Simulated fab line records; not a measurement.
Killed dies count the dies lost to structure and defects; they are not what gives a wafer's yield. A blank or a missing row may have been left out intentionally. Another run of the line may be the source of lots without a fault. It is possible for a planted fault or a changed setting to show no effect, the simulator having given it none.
Which of the tools did it?	flow sky130	12 lots, 36 wafers sampled, at 5 steps of a route of 708

## WHAT THE GAUGES READ, wafer by wafer
SKY_FIELD_ISO_BOW_MEAS_00. Usual: INCOMING_BOW 0 um, standard deviation 6.7.
lot	measured	on	INCOMING_BOW (um)	flag
L909	day 1 15:01	film_metro-01	-3 -1 -2	
L912	day 2 06:00	film_metro-03	-4 1 1	
L913	day 2 11:01	film_metro-01	6 3 5	
L915	day 2 21:00	film_metro-04	11 -1 -3	
L916	day 3 02:01	film_metro-03	2 4 -2	
L917	day 3 07:00	film_metro-01	-8 -5 -5	
L918	day 3 12:00	film_metro-04	-5 3 2	
L919	day 3 17:00	film_metro-04	1 -4 -9	
L920	day 3 22:00	film_metro-03	-14 5 2	
L921	day 4 03:00	film_metro-04	10 10 12	
L926	day 5 04:01	film_metro-04	1 8 -1	
L927	day 5 09:00	film_metro-04	-6 -12 -3	

SKY_NWELL_TW_MEAS_26. Usual: NWELL_2_TW 499, standard deviation 3.7.
lot	measured	on	NWELL_2_TW	flag
L909	day 5 18:14	film_metro-03	505 505 501	
L912	day 6 07:35	film_metro-03	504 505 505	
L913	day 6 15:03	film_metro-03	503 502 504	
L915	day 7 02:26	film_metro-01	500 496 495	
L916	day 7 07:57	film_metro-02	500 500 502	
L917	day 7 14:31	film_metro-02	499 498 502	
L918	day 7 18:40	film_metro-02	499 498 499	
L919	day 8 00:44	film_metro-01	497 495 497	
L920	day 8 07:56	film_metro-01	495 494 496	
L921	day 8 16:31	film_metro-03	503 505 501	
L926	day 9 20:12	film_metro-01	878 875 880	OFF
L927	day 10 00:26	film_metro-01	879 882 875	OFF

SKY_VT_ADJUST_NCORE_TW_MEAS_11. Usual: VT_ADJUST_NCORE_TW 220.3, standard deviation 1.6.
lot	measured	on	VT_ADJUST_NCORE_TW	flag
L909	day 9 03:19	film_metro-01	219.1 219.2 219.2	
L912	day 9 17:57	film_metro-01	219.4 219.8 219.6	
L913	day 10 02:46	film_metro-01	219.2 218.0 219.2	
L915	day 10 14:18	film_metro-01	219.2 219.0 218.8	
L916	day 10 18:58	film_metro-01	219.6 218.5 219.2	
L917	day 11 04:39	film_metro-01	219.7 219.5 220.2	
L918	day 11 08:03	film_metro-01	219.5 220.1 219.7	
L919	day 11 16:09	film_metro-03	223.7 222.8 223.6	
L920	day 12 01:51	film_metro-04	220.2 221.9 221.2	
L921	day 12 10:45	film_metro-04	222.0 221.4 220.5	
L926	day 13 17:07	film_metro-04	219.2 219.4 220.3	
L927	day 13 23:18	film_metro-01	216.9 217.7 219.9	

## TOOL THAT RAN EACH LOT (tool first, then ch and the chambers of the sampled wafers, then the start)
lot	SKY_NWELL_IMPLANT_24	SKY_NWELL_STRIP_25
L909	implanter-03 ch 0, day 5 17:59	plasma_asher-03 ch 0,1, day 5 18:07
L912	implanter-04 ch 0, day 6 07:20	plasma_asher-01 ch 0,1, day 6 07:29
L913	implanter-03 ch 0, day 6 14:49	plasma_asher-04 ch 0,1, day 6 14:56
L915	implanter-03 ch 0, day 7 02:11	plasma_asher-03 ch 0,1, day 7 02:20
L916	implanter-02 ch 0, day 7 07:43	plasma_asher-01 ch 0,1, day 7 07:50
L917	implanter-04 ch 0, day 7 14:16	plasma_asher-01 ch 0,1, day 7 14:25
L918	implanter-03 ch 0, day 7 18:25	plasma_asher-03 ch 0,1, day 7 18:34
L919	implanter-02 ch 0, day 8 00:29	plasma_asher-04 ch 1, day 8 00:38
L920	implanter-03 ch 0, day 8 07:41	plasma_asher-03 ch 0,1, day 8 07:50
L921	implanter-02 ch 0, day 8 16:16	plasma_asher-03 ch 0,1, day 8 16:25
L926	implanter-03 ch 0, day 9 19:58	plasma_asher-04 ch 0,1, day 9 20:05
L927	implanter-03 ch 0, day 10 00:11	plasma_asher-03 ch 0,1, day 10 00:20
- SKY_NWELL_IMPLANT_24
- SKY_NWELL_STRIP_25: strips in O2/N2.

## WHAT THE TOOLS THEMSELVES READ (means of the sampled wafers that have a number; where no wafer has one, the mark that the record gives instead)
SKY_NWELL_IMPLANT_24. Usual: dose_ions_cm2 9.201e+12, standard deviation 1e+10; faraday_current_uA 52.0, standard deviation 1.2.
lot	tool	dose_ions_cm2	faraday_current_uA	flag
L909	implanter-03	9.184e+12	52.3	
L912	implanter-04	9.209e+12	51.9	
L913	implanter-03	9.192e+12	51.7	
L915	implanter-03	9.199e+12	51.8	
L916	implanter-02	9.210e+12	51.4	
L917	implanter-04	9.196e+12	52.8	
L918	implanter-03	9.194e+12	51.4	
L919	implanter-02	9.195e+12	52.4	
L920	implanter-03	9.211e+12	51.4	
L921	implanter-02	9.205e+12	51.0	
L926	implanter-03	5.575e+13	312.9	OFF
L927	implanter-03	5.577e+13	323.8	OFF

SKY_NWELL_STRIP_25. Usual: drypump_motor_current_A 5.7 A, standard deviation 0.34; oes_product_au 0.723 a.u., standard deviation 0.0038; strip_time_to_endpoint_s 36.90 s, standard deviation 0.12.
lot	tool	drypump_motor_current_A (A)	oes_product_au (a.u.)	strip_time_to_endpoint_s (s)	flag
L909	plasma_asher-03	5.3	0.723	36.89	
L912	plasma_asher-01	6.0	0.722	36.88	
L913	plasma_asher-04	5.8	0.718	37.05	
L915	plasma_asher-03	5.2	0.721	36.82	
L916	plasma_asher-01	6.0	0.722	37.05	
L917	plasma_asher-01	6.0	0.726	36.96	
L918	plasma_asher-03	5.3	0.722	36.95	
L919	plasma_asher-04	5.8	0.727	36.91	
L920	plasma_asher-03	5.3	0.722	36.74	
L921	plasma_asher-03	5.3	0.723	37.00	
L926	plasma_asher-04	5.8	0.728	36.91	
L927	plasma_asher-03	5.2	0.721	36.91	

## THE ANSWER, worked out from the rows above alone
Rule: take the mean of a lot's wafers that have a number; if it is more than 3 standard deviations from the usual mean, the lot is off. A lot without any number at a reading at which 4 lots or more have one is off too. Any other lot the step has rows for is counted as sound. The gauges are gone through in route order, then the tools' own readings, and for those a lot's mean is taken as printed above. At the first step where some lot is off, the reading lying furthest off is the one used; lots without a number count as furthest.
Off: L926, L927, seen at SKY_NWELL_TW_MEAS_26 (NWELL_2_TW).
If a tool, at a process step before that reading, ran all the lots that are off and no sound lot after the first of them, it fits. Not tried: the gauges at SKY_NWELL_TW_MEAS_26; whatever is off there is also off at SKY_NWELL_IMPLANT_24, on other tools, and gauge error can't account for it. One candidate fits, namely implanter-03 at SKY_NWELL_IMPLANT_24. A fault onset in the window from L920 (day 8 07:41, its last sound lot) to L926 (day 9 19:58, its first lot off) fits.
The tool's own readings at SKY_NWELL_IMPLANT_24 bear it out: on the lots that are off they differ by more than 5 times the standard deviation of the sound lots' means. dose_ions_cm2 reads 5.576e+13 there against 9.200e+12 on the sound lots; faraday_current_uA reads 318.4 there against 51.8 on the sound lots.

## WHAT THE SIMULATOR HAD PUT IN
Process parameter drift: implanter-03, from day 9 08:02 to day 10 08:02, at SKY_NWELL_IMPLANT_24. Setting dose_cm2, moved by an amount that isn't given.
Lots struck among those shown: L926, L927. The rule given above showed the same thing.
